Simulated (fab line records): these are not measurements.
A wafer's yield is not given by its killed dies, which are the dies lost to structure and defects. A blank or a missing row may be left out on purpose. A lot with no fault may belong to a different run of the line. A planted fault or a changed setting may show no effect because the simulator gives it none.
Matching of chambers ; flow gf180mcu ; GF_V3_CMP_04 on cmp-01: 4 sister chambers
The step polishes SiO2. 8 wafers are shown with their chamber, then 7 later ones without.

== EACH WAFER AND ITS CHAMBER ==
wafer;chamber;motor current A (A);slurry filter dp kPa (kPa)
L915.1;1;13.7;13.59
L923.3;0;14.6;13.25
L923.4;2;11.3;13.71
L923.5;2;11.6;13.79
L926.3;0;14.2;13.30
L926.6;3;12.2;13.17
L928.2;3;13.2;13.40
L928.4;1;12.9;13.44

== WAFERS WITHOUT THEIR CHAMBER ==
wafer;motor current A (A);slurry filter dp kPa (kPa)
L928.6;13.3;13.54
L930.1;13.3;13.41
L930.4;14.1;13.64
L930.5;11.5;13.39
L931.2;13.1;13.51
L931.3;11.2;13.78
L931.6;13.2;13.40

== WHICH CHAMBER EACH WENT THROUGH ==
wafer;from the rows above;in truth
L928.6;1;1
L930.1;can't be placed: 1 or 3 or 0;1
L930.4;can't be placed: 1 or 0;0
L930.5;can't be placed: 3 or 2 or 1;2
L931.2;can't be placed: 1 or 3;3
L931.3;2;2
L931.6;can't be placed: 1 or 3 or 0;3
Placed correctly: 2 of 7. From these rows, 5 cannot be placed; in 5 the true chamber is one of the candidates. Placed wrongly: 0.
How it was worked out, from the rows above alone: a wafer's distance from a chamber is the root of the sum, over the readings, of the square of ((its reading less the chamber's mean) divided by the reading's scatter). The wafer belongs to the nearest chamber; if the next one is less than 2 further off, it can't be placed. Each chamber's mean is taken over the wafers shown for it. The scatter: take each reading less its chamber's mean, square it, sum over the shown wafers, divide by the number of wafers less the number of chambers, and take the root.
